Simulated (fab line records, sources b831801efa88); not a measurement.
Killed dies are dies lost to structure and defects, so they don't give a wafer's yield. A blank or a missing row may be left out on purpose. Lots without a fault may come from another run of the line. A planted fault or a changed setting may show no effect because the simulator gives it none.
fab line records | flow gf180mcu | part 1 of 2: steps 1 to 26 of 39
record lots=5 wafers=15 last_day=33
route steps=602 shown V2@403 M3@409 V3@429
lots that met no fault: from a run of the same line without faults
start_h: hours from the record's first day to the start of the lot's first wafer shown | wait_h: hours since the lot's step before | " the same as in the row above | L1.1+2: a row that stands for several wafers | - no value, or no start given | * or withheld: withheld | < > ~ a bound
route shown NAME@n: a module of which the file shows steps, and the number in the route of the first | usual: mean/standard deviation of fault-free wafers | same: alike in all rows | chamber/n: place in a boat | sites: the reading at each site | _std_site: their standard deviation | _edge_site: outer sites' mean less inner sites' | radius_mm: how far each site lies from the wafer's centre | mask NAME#n: copy n | behind: the tool/chamber that last shaped the wafer | hold: why the lot was held/for how many hours/how that ended | device: the transistor (n, p or np) that didn't switch | end of line: the same wafers' tests at the end of the route | a step without rows: its recipe alone | killed: dies lost to structure and defects at the first sort, not the wafer's yield | map: a wafer's dies, x killed, . not, _ none there
set.NAME: the setting as run; set.NAME@STEP: as run at that earlier step | model.NAME: the simulator's own value behind a step, which no gauge read
lots at some steps of the route; a table a step, a row a wafer
services: from which hour (start_h, from the record's first day; less than 0 if before it) a tool's chamber was out of use, for how many hours, and why
## steps
# step GF_V2_SPUTTER_21
# recipe material=Ti target_thk_nm=15 chamber_pressure_pa=5 power_w=2500 substrate_temp_c=200 time_s=80.02
# usual chamber_pressure_pa=5.002/0.01 throttle_valve_pct=30.4/1.1
# columns lot.wafer tool chamber start_h wait_h chamber_pressure_pa throttle_valve_pct
L076.2 pvd_sputter-02 - 482.59 0.0 4.997 29.1
L076.4 " - " " 4.988 31.1
L076.5 " - " " 4.996 31.1
L085.1 pvd_sputter-02 - 556.90 0.0 5.008 29.0
L085.2 " - " " 5.004 31.1
L085.4 " - " " 5.008 30.1
L087.1 pvd_sputter-02 - 578.53 0.0 4.991 31.0
L087.2 " - " " 5.013 30.9
L087.6 " - " " 4.991 31.0
L089.1 pvd_sputter-02 - 600.74 0.0 4.993 31.0
L089.4 " - " " 5.012 29.0
L089.6 " - " " 5.010 28.9
L091.1 pvd_sputter-03 - 607.88 0.0 4.998 29.1
L091.3 " - " " 5.002 30.6
L091.4 " - " " 5.004 32.6
# step GF_V2_SPUTTER_22
# recipe material=TiN target_thk_nm=10 chamber_pressure_pa=5 power_w=4000 time_s=40
# usual chamber_pressure_pa=5.001/0.0092 throttle_valve_pct=30.4/1.1
# columns lot.wafer tool chamber start_h wait_h chamber_pressure_pa throttle_valve_pct
L076.2 pvd_sputter-02 - 482.65 0.0 4.981 28.9
L076.4 " - " " 4.991 31.0
L076.5 " - " " 4.999 30.9
L085.1 pvd_sputter-02 - 556.96 0.0 5.004 29.1
L085.2 " - " " 5.000 30.9
L085.4 " - " " 4.998 30.3
L087.1 pvd_sputter-02 - 578.59 0.0 5.014 31.0
L087.2 " - " " 5.002 31.2
L087.6 " - " " 5.005 31.0
L089.1 pvd_sputter-02 - 600.80 0.0 5.007 31.1
L089.4 " - " " 4.993 28.9
L089.6 " - " " 4.996 29.1
L091.1 pvd_sputter-03 - 607.94 0.0 4.986 29.3
L091.3 " - " " 4.995 30.4
L091.4 " - " " 5.000 32.9
# step GF_V2_CVD_23
# recipe material=W target_thk_nm=350 time_s=104.94 temp_c=400 pressure_torr=40
# usual heater_power_w=757/49
# columns lot.wafer tool chamber start_h wait_h heater_power_w since_wet_clean_h
L076.2 cvd_w-01 0 482.69 0.0 729 79
L076.4 " 1 " " 790 -
L076.5 " 0 " " 736 -
L085.1 cvd_w-02 1 557.00 0.0 702 653
L085.2 " 0 " " 790 653
L085.4 " 0 " " 812 -
L087.1 cvd_w-02 1 578.63 0.0 705 675
L087.2 " 0 " " 800 675
L087.6 " 1 " " 676 -
L089.1 cvd_w-02 0 600.84 0.0 815 697
L089.4 " 1 " " 691 -
L089.6 " 1 " " 710 -
L091.1 cvd_w-01 1 607.98 0.0 782 204
L091.3 " 0 " " 746 -
L091.4 " 1 " " 810 -
# step GF_V2_RS_MEAS_24
# recipe thk_meas_gauge=four-point-probe reads=W_of_V2_CVD_23+TiN_of_V2_SPUTTER_22+Ti_of_V2_SPUTTER_21
# usual V2_W_RS=0.325/0.0055
# columns lot.wafer tool chamber start_h wait_h V2_W_RS[ohm/sq]
L076.2 film_metro-02 - 482.82 0.1 0.322
L076.4 " - " " 0.320
L076.5 " - " " 0.321
L085.1 film_metro-03 - 557.11 0.1 0.333
L085.2 " - " " 0.321
L085.4 " - " " 0.321
L087.1 film_metro-03 - 578.74 0.1 0.325
L087.2 " - " " 0.317
L087.6 " - " " 0.327
L089.1 film_metro-03 - 600.95 0.1 0.324
L089.4 " - " " 0.325
L089.6 " - " " 0.327
L091.1 film_metro-02 - 608.10 0.1 0.328
L091.3 " - " " 0.333
L091.4 " - " " 0.329
# step GF_V2_THK_MEAS_25
# recipe thk_meas_gauge=xrf reads=W_of_V2_CVD_23
# usual V2_W_THK=358/6.3
# columns lot.wafer tool chamber start_h wait_h V2_W_THK[nm]
L076.2 film_metro-02 - 482.93 0.1 365
L076.4 " - " " 370
L076.5 " - " " 367
L085.1 film_metro-03 - 557.23 0.1 346
L085.2 " - " " 359
L085.4 " - " " 360
L087.1 film_metro-03 - 578.86 0.1 353
L087.2 " - " " 362
L087.6 " - " " 350
L089.1 film_metro-03 - 601.07 0.1 358
L089.4 " - " " 356
L089.6 " - " " 356
L091.1 film_metro-02 - 608.22 0.1 357
L091.3 " - " " 351
L091.4 " - " " 354
# step GF_V2_CMP_26
# recipe stop_on=SiO2 down_force_psi=3.5 platen_rpm=60 t_overpolish_s=15 target_thk_nm=0 pad_velocity_m_s=0.94248
# usual motor_current_A=11.2/0.96 overpolish_run_s=15.000/0.0086 time_to_endpoint_s=87/3.9
# columns lot.wafer tool chamber start_h wait_h motor_current_A overpolish_run_s time_to_endpoint_s
L076.2 cmp-02 3 482.98 0.0 11.6 14.998 93
L076.4 " 0 " " 12.3 14.993 86
L076.5 " 0 " " 12.8 15.012 87
L085.2 cmp-01 1 557.29 0.0 10.1 14.987 86
L085.4 " 2 " " 11.3 15.002 89
L085.1 " 0 " " 11.2 15.008 95
L087.1 cmp-01 0 579.02 0.1 11.4 14.994 87
L087.2 " 1 " " 10.0 14.990 81
L087.6 " 2 " " 11.1 14.992 83
L089.1 cmp-02 3 601.18 0.1 12.2 14.995 93
L089.4 " 0 " " 12.8 15.013 88
L089.6 " 2 " " 10.0 15.014 88
L091.1 cmp-01 0 608.28 0.1 11.7 15.001 89
L091.4 " 2 " " 10.8 15.006 88
L091.3 " 3 " " 11.7 15.005 79
# step GF_M3_SPUTTER_00
# recipe material=Ti target_thk_nm=37.5 arriving_ion_energy_ev=80 substrate_temp_c=200 chamber_pressure_pa=2 power_w=4000 time_s=150
# usual chamber_pressure_pa=2.000/0.0034 throttle_valve_pct=30.3/1.2
# columns lot.wafer tool chamber start_h wait_h chamber_pressure_pa throttle_valve_pct
L076.2 pvd_sputter-03 - 483.28 0.2 1.997 32.8
L076.4 " - " " 2.000 29.2
L076.5 " - " " 2.002 30.3
L085.1 pvd_sputter-01 - 557.59 0.1 2.002 30.6
L085.2 " - " " 2.004 29.1
L085.4 " - " " 1.995 29.4
L087.1 pvd_sputter-01 - 579.22 0.1 2.002 30.8
L087.2 " - " " 1.993 28.7
L087.6 " - " " 2.000 30.4
L089.1 pvd_sputter-04 - 601.43 0.2 1.996 30.3
L089.4 " - " " 2.001 28.8
L089.6 " - " " 2.000 30.3
L091.1 pvd_sputter-04 - 608.58 0.2 1.998 31.0
L091.3 " - " " 2.004 28.8
L091.4 " - " " 2.006 31.3
# step GF_M3_SPUTTER_01
# recipe material=TiN target_thk_nm=30 power_w=6500 time_s=25 chamber_pressure_pa=0.4
# usual chamber_pressure_pa=0.4000/0.00081 throttle_valve_pct=30.3/1.2
# columns lot.wafer tool chamber start_h wait_h chamber_pressure_pa throttle_valve_pct
L076.2 pvd_sputter-03 - 483.38 0.1 0.4008 33.0
L076.4 " - " " 0.4010 29.2
L076.5 " - " " 0.3995 30.6
L085.1 pvd_sputter-01 - 557.69 0.1 0.3988 30.3
L085.2 " - " " 0.3998 29.0
L085.4 " - " " 0.3992 29.3
L087.1 pvd_sputter-01 - 579.32 0.1 0.4005 30.8
L087.2 " - " " 0.3995 28.5
L087.6 " - " " 0.3994 30.4
L089.1 pvd_sputter-04 - 601.53 0.1 0.3993 30.5
L089.4 " - " " 0.4000 29.3
L089.6 " - " " 0.3992 30.2
L091.1 pvd_sputter-04 - 608.68 0.1 0.4004 31.1
L091.3 " - " " 0.4004 28.8
L091.4 " - " " 0.4011 31.1
# step GF_M3_SPUTTER_02
# recipe material=AlCu target_thk_nm=450 power_w=10600 time_s=23.9 chamber_pressure_pa=0.4
# usual chamber_pressure_pa=0.4000/0.00083 throttle_valve_pct=30.3/1.2
# columns lot.wafer tool chamber start_h wait_h chamber_pressure_pa throttle_valve_pct
L076.2 pvd_sputter-03 - 483.41 0.0 0.4012 32.9
L076.4 " - " " 0.4006 29.0
L076.5 " - " " 0.4000 30.3
L085.1 pvd_sputter-01 - 557.72 0.0 0.3995 30.7
L085.2 " - " " 0.4011 29.1
L085.4 " - " " 0.3997 29.3
L087.1 pvd_sputter-01 - 579.35 0.0 0.4001 30.7
L087.2 " - " " 0.4004 28.6
L087.6 " - " " 0.3998 30.6
L089.1 pvd_sputter-04 - 601.56 0.0 0.4008 30.3
L089.4 " - " " 0.3993 28.9
L089.6 " - " " 0.3997 30.3
L091.1 pvd_sputter-04 - 608.71 0.0 0.4009 31.3
L091.3 " - " " 0.3995 28.7
L091.4 " - " " 0.3997 31.6
# step GF_M3_SPUTTER_03
# recipe material=Ti target_thk_nm=10 substrate_temp_c=300 chamber_pressure_pa=0.3 power_w=3000 time_s=6.7
# usual chamber_pressure_pa=0.2999/0.00062 throttle_valve_pct=30.3/1.2
# columns lot.wafer tool chamber start_h wait_h chamber_pressure_pa throttle_valve_pct
L076.2 pvd_sputter-03 - 483.44 0.0 0.2997 32.9
L076.4 " - " " 0.3004 29.3
L076.5 " - " " 0.3009 30.5
L085.1 pvd_sputter-01 - 557.75 0.0 0.2998 30.7
L085.2 " - " " 0.2999 29.2
L085.4 " - " " 0.3003 29.4
L087.1 pvd_sputter-01 - 579.38 0.0 0.2996 30.8
L087.2 " - " " 0.3005 28.5
L087.6 " - " " 0.3003 30.3
L089.1 pvd_sputter-04 - 601.59 0.0 0.2979 30.2
L089.4 " - " " 0.2998 28.9
L089.6 " - " " 0.2996 30.4
L091.1 pvd_sputter-04 - 608.74 0.0 0.3002 31.0
L091.3 " - " " 0.3005 28.9
L091.4 " - " " 0.3003 31.3
# step GF_M3_SPUTTER_04
# recipe material=TiN target_thk_nm=50 power_w=6428 time_s=41.7 chamber_pressure_pa=0.4
# usual chamber_pressure_pa=0.3999/0.00079 throttle_valve_pct=30.2/1.2
# columns lot.wafer tool chamber start_h wait_h chamber_pressure_pa throttle_valve_pct
L076.2 pvd_sputter-03 - 483.46 0.0 0.4007 32.9
L076.4 " - " " 0.3985 29.1
L076.5 " - " " 0.3997 30.4
L085.1 pvd_sputter-01 - 557.77 0.0 0.4011 30.2
L085.2 " - " " 0.3998 29.1
L085.4 " - " " 0.4008 29.5
L087.1 pvd_sputter-01 - 579.40 0.0 0.3996 30.2
L087.2 " - " " 0.3997 28.7
L087.6 " - " " 0.3992 30.3
L089.1 pvd_sputter-04 - 601.61 0.0 0.4002 30.4
L089.4 " - " " 0.3998 29.0
L089.6 " - " " 0.3988 30.4
L091.1 pvd_sputter-04 - 608.76 0.0 0.4003 31.2
L091.3 " - " " 0.3997 28.8
L091.4 " - " " 0.3996 31.3
# step GF_M3_RS_MEAS_05
# recipe thk_meas_gauge=four-point-probe reads=TiN_of_M3_SPUTTER_04+Ti_of_M3_SPUTTER_03+AlCu_of_M3_SPUTTER_02+TiN_of_M3_SPUTTER_01+Ti_of_M3_SPUTTER_00
# usual M3_ALCU_RS=0.0695/0.0011
# columns lot.wafer tool chamber start_h wait_h M3_ALCU_RS[ohm/sq]
L076.2 film_metro-01 - 483.52 0.0 0.0715
L076.4 " - " " 0.0711
L076.5 " - " " 0.0708
L085.1 film_metro-02 - 557.81 0.0 0.0703
L085.2 " - " " 0.0689
L085.4 " - " " 0.0707
L087.1 film_metro-01 - 579.44 0.0 0.0714
L087.2 " - " " 0.0703
L087.6 " - " " 0.0713
L089.1 film_metro-04 - 601.65 0.0 0.0687
L089.4 " - " " 0.0705
L089.6 " - " " 0.0683
L091.1 film_metro-02 - 608.80 0.0 0.0694
L091.3 " - " " 0.0696
L091.4 " - " " 0.0696
# step GF_M3_THK_MEAS_06
# recipe thk_meas_gauge=xrf reads=AlCu_of_M3_SPUTTER_02
# usual M3_ALCU_THK=451/7.1
# columns lot.wafer tool chamber start_h wait_h M3_ALCU_THK[nm]
L076.2 film_metro-01 - 483.63 0.1 440
L076.4 " - " " 444
L076.5 " - " " 445
L085.1 film_metro-02 - 557.93 0.1 448
L085.2 " - " " 457
L085.4 " - " " 447
L087.1 film_metro-01 - 579.56 0.1 441
L087.2 " - " " 447
L087.6 " - " " 438
L089.1 film_metro-04 - 601.77 0.1 455
L089.4 " - " " 448
L089.6 " - " " 461
L091.1 film_metro-02 - 608.92 0.1 456
L091.3 " - " " 454
L091.4 " - " " 455
# step GF_M3_DEHYDRATE_07
# recipe temp_c=200 time_s=60
# columns lot.wafer tool chamber start_h wait_h
L076.2+4+5 litho_track-04 0 495.33 11.7
L085.1+2+4 litho_track-02 0 568.52 10.6
L087.1+2+6 litho_track-04 0 589.26 9.7
L089.1+4+6 litho_track-01 0 611.50 9.7
L091.1+3+4 litho_track-04 0 618.76 9.8
# step GF_M3_HMDS_08
# recipe prime_time_s=60 prime_temp_c=120
# columns lot.wafer tool chamber start_h wait_h
L076.2+4+5 litho_track-04 0 495.48 0.1
L085.1+2+4 litho_track-02 0 568.67 0.1
L087.1+2+6 litho_track-04 0 589.41 0.1
L089.1+4+6 litho_track-01 0 611.65 0.1
L091.1+3+4 litho_track-04 0 618.91 0.1
# step GF_M3_COAT_09
# recipe resist=KrF spin_rpm=withheld resist_thk_nm=1000
# columns lot.wafer tool chamber start_h wait_h
L076.2+4+5 litho_track-04 0 495.63 0.1
L085.1+2+4 litho_track-02 0 568.82 0.1
L087.1+2+6 litho_track-04 0 589.56 0.1
L089.1+4+6 litho_track-01 0 611.80 0.1
L091.1+3+4 litho_track-04 0 619.06 0.1
# step GF_M3_SOFTBAKE_10
# recipe temp_c=130 time_s=60 resist=KrF
# columns lot.wafer tool chamber start_h wait_h
L076.2+4+5 litho_track-04 0 495.78 0.1
L085.1+2+4 litho_track-02 0 568.97 0.1
L087.1+2+6 litho_track-04 0 589.71 0.1
L089.1+4+6 litho_track-01 0 611.95 0.1
L091.1+3+4 litho_track-04 0 619.21 0.1
# step GF_M3_EXPOSE_11
# recipe mask_id=Metal3 target_cd_nm=280 na=0.68 source_shape=conventional sigma_outer=0.6 dose_mj=28
# usual reticle_temp_C=22.99/0.11
# columns lot.wafer tool chamber start_h wait_h mask reticle_temp_C
L076.2 krf_scanner-01 0 - - Metal3#0 22.85
L076.4 " 0 " " Metal3#0 22.82
L076.5 " 0 " " Metal3#0 22.87
L085.1 krf_scanner-01 0 - - Metal3#0 22.99
L085.2 " 0 " " Metal3#0 23.08
L085.4 " 0 " " Metal3#0 22.98
L087.1 krf_scanner-01 0 - - Metal3#0 22.93
L087.2 " 0 " " Metal3#0 22.79
L087.6 " 0 " " Metal3#0 22.99
L089.1 krf_scanner-02 0 - - Metal3#0 22.98
L089.4 " 0 " " Metal3#0 23.03
L089.6 " 0 " " Metal3#0 22.95
L091.1 krf_scanner-01 0 - - Metal3#0 23.04
L091.3 " 0 " " Metal3#0 23.13
L091.4 " 0 " " Metal3#0 23.05
# step GF_M3_PEB_12
# recipe peb_temp_c=135 peb_time_s=90 resist=KrF
# columns lot.wafer tool chamber start_h wait_h
L076.2+4+5 litho_track-01 0 - -
L085.1+2+4 litho_track-02 0 - -
L087.1+2+6 litho_track-04 0 - -
L089.1+4+6 litho_track-01 0 - -
L091.1+3+4 litho_track-01 0 - -
# step GF_M3_DEVELOP_13
# recipe develop_time_s=60 dev_temp_c=21
# columns lot.wafer tool chamber start_h wait_h
L076.2+4+5 litho_track-01 0 507.68 0.2
L085.1+2+4 litho_track-02 0 579.52 0.2
L087.1+2+6 litho_track-04 0 600.81 0.2
L089.1+4+6 litho_track-01 0 622.05 0.2
L091.1+3+4 litho_track-01 0 628.70 0.2
# step GF_M3_CD_MEAS_14
# recipe target_cd_nm=280
# usual cd_nm=279.6/1.2
# columns lot.wafer tool chamber start_h wait_h cd_nm
L076.2 cd_sem-01 - 507.82 0.1 280.1
L076.4 " - " " 281.3
L076.5 " - " " 281.1
L085.1 cd_sem-02 - 579.67 0.1 278.9
L085.2 " - " " 278.9
L085.4 " - " " 280.3
L087.1 cd_sem-01 - 600.96 0.1 280.3
L087.2 " - " " 280.2
L087.6 " - " " 281.1
L089.1 cd_sem-02 - 622.20 0.1 279.4
L089.4 " - " " 279.5
L089.6 " - " " 279.1
L091.1 cd_sem-01 - 628.88 0.2 282.8
L091.3 " - " " 281.6
L091.4 " - " " 281.6
# step GF_M3_OVL_MEAS_15
# usual M3_OVL=1/4.6
# columns lot.wafer tool chamber start_h wait_h M3_OVL[nm]
L076.2 overlay-02 - 507.93 0.1 1
L076.4 " - " " 4
L076.5 " - " " 1
L085.1 overlay-01 - 579.79 0.1 9
L085.2 " - " " 5
L085.4 " - " " 8
L087.1 overlay-02 - 601.08 0.1 6
L087.2 " - " " -1
L087.6 " - " " 8
L089.1 overlay-01 - 622.32 0.1 4
L089.4 " - " " -1
L089.6 " - " " 6
L091.1 overlay-02 - 629.00 0.1 7
L091.3 " - " " 2
L091.4 " - " " 1
# step GF_M3_METAL_ETCH_16
# recipe chemistry=Cl2/BCl3 mask_material=KrF target_depth_nm=627.5 stop_on=SiO2 pressure_mtorr=8 icp_w=800 bias_w=140 Cl2_flow_sccm=80 bcl3_flow_sccm=40 time_s=104.6
# usual drypump_motor_current_A=5.6/0.39 oes_product_au=0.972/0.0078 throttle_valve_pct=28.250/0.011
# columns lot.wafer tool chamber start_h wait_h drypump_motor_current_A oes_product_au rf_hours_counter_h throttle_valve_pct
L076.2 rie_metal-01 0 507.96 0.0 6.3 0.959 7.7 28.266
L076.4 " 0 " " 6.3 0.962 - 28.258
L076.5 " 1 " " 6.1 0.971 - 28.257
L085.1 rie_metal-04 0 579.83 0.0 5.6 0.972 3.2 28.258
L085.2 " 0 " " 5.6 0.978 - 28.256
L085.4 " 0 " " 5.6 0.965 - 28.279
L087.1 rie_metal-03 1 601.11 0.0 5.9 0.953 7.7 28.261
L087.2 " 0 " " 5.3 0.970 8.3 28.257
L087.6 " 0 " " 5.3 0.959 - 28.250
L089.1 rie_metal-04 0 622.36 0.0 5.6 0.977 5.0 28.253
L089.4 " 0 " " 5.6 0.965 - 28.269
L089.6 " 0 " " 5.6 0.962 - 28.263
L091.1 rie_metal-04 0 629.04 0.0 5.6 0.976 5.2 28.265
L091.3 " 0 " " 5.6 0.969 - 28.232
L091.4 " 1 " " 5.1 0.966 - 28.249
# step GF_M3_STRIP_17
# recipe chemistry=O2/N2 power_w=1400 pressure_mtorr=1500 platen_temp_c=250 o2_flow_sccm=3000 n2_flow_sccm=300 overash_fraction=0.5
# usual drypump_motor_current_A=5.4/0.4 heater_power_w=317/28 oes_product_au=0.558/0.0046 strip_time_to_endpoint_s=7.88/0.043
# same overash_fraction=0.5
# columns lot.wafer tool chamber start_h wait_h drypump_motor_current_A heater_power_w oes_product_au rf_hours_counter_h strip_time_to_endpoint_s
L076.2 plasma_asher-02 0 508.07 0.1 5.5 284 0.561 43 7.88
L076.4 " 0 " " 5.5 293 0.556 - 7.88
L076.5 " 0 " " 5.5 282 0.559 - 7.88
L085.1 plasma_asher-01 1 580.05 0.2 6.0 306 0.559 16 7.92
L085.2 " 0 " " 5.2 328 0.564 16 7.88
L085.4 " 0 " " 5.2 329 0.558 - 7.91
L087.1 plasma_asher-02 1 601.23 0.1 4.9 360 0.552 53 7.88
L087.2 " 0 " " 5.4 280 0.558 53 7.82
L087.6 " 1 " " 4.9 358 0.554 - 7.87
L089.1 plasma_asher-04 0 622.47 0.1 5.5 327 0.571 89 7.90
L089.4 " 0 " " 5.5 326 0.565 - 7.90
L089.6 " 1 " " 5.4 293 0.551 - 7.89
L091.1 plasma_asher-02 0 629.15 0.1 5.4 282 0.560 56 7.96
L091.3 " 1 " " 4.9 362 0.559 - 7.96
L091.4 " 0 " " 5.5 286 0.563 - 7.87
# step GF_M3_STRIP_18
# recipe chemistry=post_etch_residue_remover time_s=1200 temp_c=72.5
# columns lot.wafer tool chamber start_h wait_h
L076.2+4+5 wet_bench-04 0 508.17 0.1
L085.1+2+4 wet_bench-01 0 580.15 0.1
L087.1+2+6 wet_bench-04 1 601.33 0.1
L089.1+4+6 wet_bench-03 2 622.57 0.1
L091.1+3+4 wet_bench-03 1 629.25 0.1
# step GF_M3_CLEAN_19
# recipe chemistry=DIW dry=n2_spin
# columns lot.wafer tool chamber start_h wait_h
L076.2+4+5 wet_bench-03 0 508.51 0.0
L085.1+2+4 wet_bench-04 1 580.50 0.0
L087.1+2+6 wet_bench-01 0 601.67 0.0
L089.1+4+6 wet_bench-04 3 622.91 0.0
L091.1+3+4 wet_bench-01 3 629.59 0.0
